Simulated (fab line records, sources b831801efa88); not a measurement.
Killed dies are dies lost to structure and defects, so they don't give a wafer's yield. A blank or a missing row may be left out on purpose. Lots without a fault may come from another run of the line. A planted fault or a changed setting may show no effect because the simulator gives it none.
Chamber matching / flow sky130 / SKY_VIA3_ETCH_15 on rie-diel-03: 4 sister chambers
The step etches SiO2 in C4F8/O2/Ar, stops on TiN, target depth 507 nm, time 78 s. 4 wafers are shown with their chamber, then 12 later ones without.

## WAFERS PAIRED WITH THEIR CHAMBERS
wafer=L085.5; chamber=3; rf-fwd-power-W (W)=1490
wafer=L087.5; chamber=1; rf-fwd-power-W (W)=1500
wafer=L088.2; chamber=0; rf-fwd-power-W (W)=1491
wafer=L088.5; chamber=2; rf-fwd-power-W (W)=1488

## WAFERS WITHOUT THEIR CHAMBER
wafer=L090.3; rf-fwd-power-W (W)=1491
wafer=L090.4; rf-fwd-power-W (W)=1493
wafer=L090.6; rf-fwd-power-W (W)=1495
wafer=L092.3; rf-fwd-power-W (W)=1488
wafer=L092.5; rf-fwd-power-W (W)=1481
wafer=L092.6; rf-fwd-power-W (W)=1489
wafer=L093.1; rf-fwd-power-W (W)=1489
wafer=L093.2; rf-fwd-power-W (W)=1491
wafer=L093.6; rf-fwd-power-W (W)=1492
wafer=L096.1; rf-fwd-power-W (W)=1488
wafer=L096.3; rf-fwd-power-W (W)=1480
wafer=L096.4; rf-fwd-power-W (W)=1490

## WHICH CHAMBER EACH WENT THROUGH
wafer=L090.3; from the rows above=can't be placed: 0 or 3 or 2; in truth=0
wafer=L090.4; from the rows above=can't be placed: 0 or 3 or 2 or 1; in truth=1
wafer=L090.6; from the rows above=can't be placed: 0 or 1 or 3 or 2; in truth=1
wafer=L092.3; from the rows above=can't be placed: 2 or 3 or 0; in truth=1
wafer=L092.5; from the rows above=can't be placed: 2 or 3 or 0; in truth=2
wafer=L092.6; from the rows above=can't be placed: 2 or 3 or 0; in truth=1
wafer=L093.1; from the rows above=can't be placed: 2 or 3 or 0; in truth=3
wafer=L093.2; from the rows above=can't be placed: 0 or 3 or 2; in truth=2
wafer=L093.6; from the rows above=can't be placed: 0 or 3 or 2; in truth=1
wafer=L096.1; from the rows above=can't be placed: 2 or 3 or 0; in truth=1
wafer=L096.3; from the rows above=can't be placed: 2 or 3 or 0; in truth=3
wafer=L096.4; from the rows above=can't be placed: 3 or 0 or 2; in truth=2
Placed correctly: 0 of 12. Cannot be placed on the basis of these rows: 12; the candidates contain the true chamber in 8. Number placed wrongly: 0.
How it was worked out, from the rows above alone: a wafer's distance from a chamber is the root of the sum, over the readings, of the square of ((its reading less the chamber's mean) divided by the reading's scatter). If the next closest chamber is less than 2 further off than the closest, the wafer can't be placed; otherwise it belongs to the closest. Each chamber's mean is taken over the wafers shown for it. The scatter (one wafer shown for each chamber): square how far every hidden wafer sits from the nearest shown wafer, average those squares and take the square root.
